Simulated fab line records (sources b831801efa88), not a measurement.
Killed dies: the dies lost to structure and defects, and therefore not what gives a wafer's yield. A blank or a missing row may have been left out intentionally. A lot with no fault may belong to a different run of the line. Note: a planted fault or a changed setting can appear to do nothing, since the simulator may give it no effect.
A struck lot beside a sound one / flow sky130 / 43 steps out of a route of 708
Sound: the wafers L859.2, L859.4, L859.5. Struck: wafers L873.1, L873.4. (L873.6 of the same lot was not struck and is left out.) The cause comes at the end.
Order at every step that has rows: each side's tool, ch and its chambers, its first start. Under that, the readings that differ: sound wafers / struck wafers / difference of the means / sigmas: that difference in standard deviations of wafers without a fault.
alike: same words and numbers on both sides, and readings whose means sit less than 2 such deviations apart. not compared: any withheld reading, any reading some wafer has no value for, any bound like >300 that may hide the same value, and any number with overlapping values for which the record gives no deviation.
A row with sigmas, a row that says differs or no value, or rows on one side alone: a step with any of these is where the two part. Non-overlapping numbers with no deviation appear without sigmas and do not part them. A reading missing from all wafers of one side parts the sides only when that side holds two or more wafers.

SKY_METAL5_SPUTTER_04: material TiN, target thk 70 nm, time 58.3 s.
  sound on pvd_sputter-04, day 43 19:53; struck on pvd_sputter-01, day 48 03:32
  alike: throttle_valve_pct
SKY_METAL5_RS_MEAS_05: measures by four-point-probe.
  sound on film_metro-04, day 43 19:57; struck on film_metro-01, day 48 03:35
  alike: METAL5_ALCU_RS
SKY_METAL5_THK_MEAS_06: measures by xrf.
  sound on film_metro-04, day 43 20:04; struck on film_metro-01, day 48 03:43
  alike: METAL5_ALCU_THK
then, 8 steps without rows for these wafers: SKY_METAL5_DEHYDRATE_07 (time 60 s); SKY_METAL5_HMDS_08 (prime time 60 s); SKY_METAL5_COAT_09 (resist thk 1800 nm); SKY_METAL5_SOFTBAKE_10 (time 60 s); SKY_METAL5_EXPOSE_11 (exposes mask MM5, target cd 1600 nm); SKY_METAL5_PEB_12; SKY_METAL5_DEVELOP_13 (develop time 60 s); SKY_METAL5_DESCUM_14 (chemistry O2, time 11 s).
SKY_METAL5_METAL_ETCH_15: etches the open film in Cl2/BCl3, stops on SiO2, target depth 1260 nm, time 252 s.
  sound on rie_metal-02 ch 0,1, day 44 18:35; struck on rie_metal-02 ch 0, day 48 22:29
  alike: drypump_motor_current_A, he_backside_leak_sccm, mfc_cl2_sccm, oes_product_au, throttle_valve_pct
  not compared: rf_hours_counter_h
SKY_METAL5_STRIP_16: strips in O2/N2.
  sound on plasma_asher-04 ch 0,1, day 44 18:49; struck on plasma_asher-04 ch 0, day 48 22:58
reading=strip_time_to_endpoint_s (s); sound=12.93 12.98 12.84; struck=13.15 13.22; difference=+0.27; sigmas=+2
  alike: drypump_motor_current_A, n2_flow_sccm, oes_product_au
  not compared: rf_hours_counter_h
then, 4 steps without rows for these wafers: SKY_METAL5_STRIP_17 (strips in post etch residue remover, time 1200 s); SKY_METAL5_CLEAN_18 (cleans in IPA, time 180 s); SKY_METAL5_CLEAN_19 (cleans in O3/DIW); SKY_PASSIVATION_CVD_00 (deposits SiO2, target thk 90 nm).
SKY_PASSIVATION_THK_MEAS_01:
  sound on film_metro-02, day 44 19:32; struck on film_metro-03, day 48 23:35
  alike: PASSIVATION_CVD_00_THK
then, 1 step without rows for these wafers: SKY_PASSIVATION_CVD_02 (deposits Si3N4, target thk 540 nm).
SKY_PASSIVATION_THK_MEAS_03:
  sound on film_metro-03, day 44 19:49; struck on film_metro-02, day 48 23:52
  alike: PASSIVATION_CVD_02_THK
then, 7 steps without rows for these wafers: SKY_PASSIVATION_DEHYDRATE_04 (time 60 s); SKY_PASSIVATION_HMDS_05 (prime time 60 s); SKY_PASSIVATION_COAT_06 (resist thk 3000 nm); SKY_PASSIVATION_SOFTBAKE_07; SKY_PASSIVATION_EXPOSE_08 (exposes mask NSM, target cd 3000 nm); SKY_PASSIVATION_PEB_09; SKY_PASSIVATION_DEVELOP_10 (develop time 60 s).
SKY_PASSIVATION_ETCH_11: etches the open film in CF4/O2, stops on AlCu, target depth 725 nm, time 161.1 s.
  sound on rie_diel-04 ch 0,1,3, day 45 17:38; struck on rie_diel-01 ch 1,2, day 49 18:34
  alike: drypump_motor_current_A, oes_product_au, throttle_valve_pct
  not compared: rf_hours_counter_h
then, 8 steps without rows for these wafers: SKY_PASSIVATION_STRIP_12 (strips in O2/N2); SKY_PAD_OPEN_DEHYDRATE_00 (time 60.85 s); SKY_PAD_OPEN_HMDS_01 (prime time 60 s); SKY_PAD_OPEN_COAT_02 (resist thk 3000 nm); SKY_PAD_OPEN_SOFTBAKE_03; SKY_PAD_OPEN_EXPOSE_04 (exposes mask PDM, target cd 60000 nm); SKY_PAD_OPEN_PEB_05; SKY_PAD_OPEN_DEVELOP_06 (develop time 60 s).
SKY_PAD_OPEN_ETCH_07: etches the open film in CF4/O2, stops on AlCu, target depth 725 nm, time 161.1 s.
  sound on rie_diel-03 ch 2,3, day 46 14:33; struck on rie_diel-02 ch 1,2, day 50 11:54
  alike: drypump_motor_current_A, oes_product_au, throttle_valve_pct
  not compared: rf_hours_counter_h
SKY_PAD_OPEN_STRIP_08: strips in O2/N2.
  sound on plasma_asher-04 ch 0, day 46 14:39; struck on plasma_asher-04 ch 1, day 50 12:00
reading=strip_time_to_endpoint_s (s); sound=36.92 36.83 36.80; struck=37.24 37.22; difference=+0.38; sigmas=+3
  alike: drypump_motor_current_A, n2_flow_sccm, oes_product_au
  not compared: rf_hours_counter_h
then, 4 steps without rows for these wafers: SKY_PAD_OPEN_STRIP_09 (strips in post etch residue remover, time 1200 s); SKY_PAD_OPEN_CLEAN_10 (cleans in IPA, time 180 s); SKY_PAD_OPEN_CLEAN_11 (cleans in O3/DIW); SKY_PAD_OPEN_ANNEAL_12.
SKY_PAD_OPEN_PROBE_99:
  sound on prober-01, day 46 16:57; struck on prober-01, day 50 14:15
reading=defect_limited_yield (%); sound=82.1 87.4 82.7; struck=76.2 75.2; difference=-8.4; sigmas=-5
reading=killed_at_M4_up; sound=3 4 5; struck=39 43; difference=+37; sigmas=+21
reading=killed_dies; sound=88 62 85; struck=117 122; difference=+41; sigmas=+5
reading=sort_bin_3_pad_short (%); sound=1.4 0.4 0.2; struck=2.8 1.6; difference=+1.5; sigmas=+4
reading=sort_bin_5_function (%); sound=8.9 8.5 11.4; struck=16.1 16.1; difference=+6.5; sigmas=+5
reading=sort_n_pass; sound=404 430 407; struck=375 370; difference=-41; sigmas=-5
reading=sort_yield_pct (%); sound=82.1 87.4 82.7; struck=76.2 75.2; difference=-8.4; sigmas=-5
reading=model.etest.tester.sort_n_pass; sound=404 430 407; struck=375 370; difference=-41; sigmas=
reading=model.etest.tester.sort_yield_pct (%); sound=82.11 87.4 82.72; struck=76.22 75.2; difference=-8.37; sigmas=
reading=model.etest.tester.sort_bin_5_pct (%); sound=8.943 8.537 11.38; struck=16.06 16.06; difference=+6.44; sigmas=
reading=model.etest.tester.sort_bin_3_pct (%); sound=1.423 0.4065 0.2033; struck=2.846 1.626; difference=+1.558; sigmas=
  alike: killed_at_M0_to_M3, killed_at_contacts, killed_at_front_end, killed_at_other, killed_open, killed_short, sort_bin_6_memory

== WHERE THEY PART ==
At SKY_METAL5_STRIP_16 first; at SKY_PAD_OPEN_PROBE_99 last (within this record only).

WHY: what had been put in by the simulator
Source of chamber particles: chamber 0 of plasma_asher-04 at SKY_METAL5_STRIP_16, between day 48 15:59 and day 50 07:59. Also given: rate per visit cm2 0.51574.
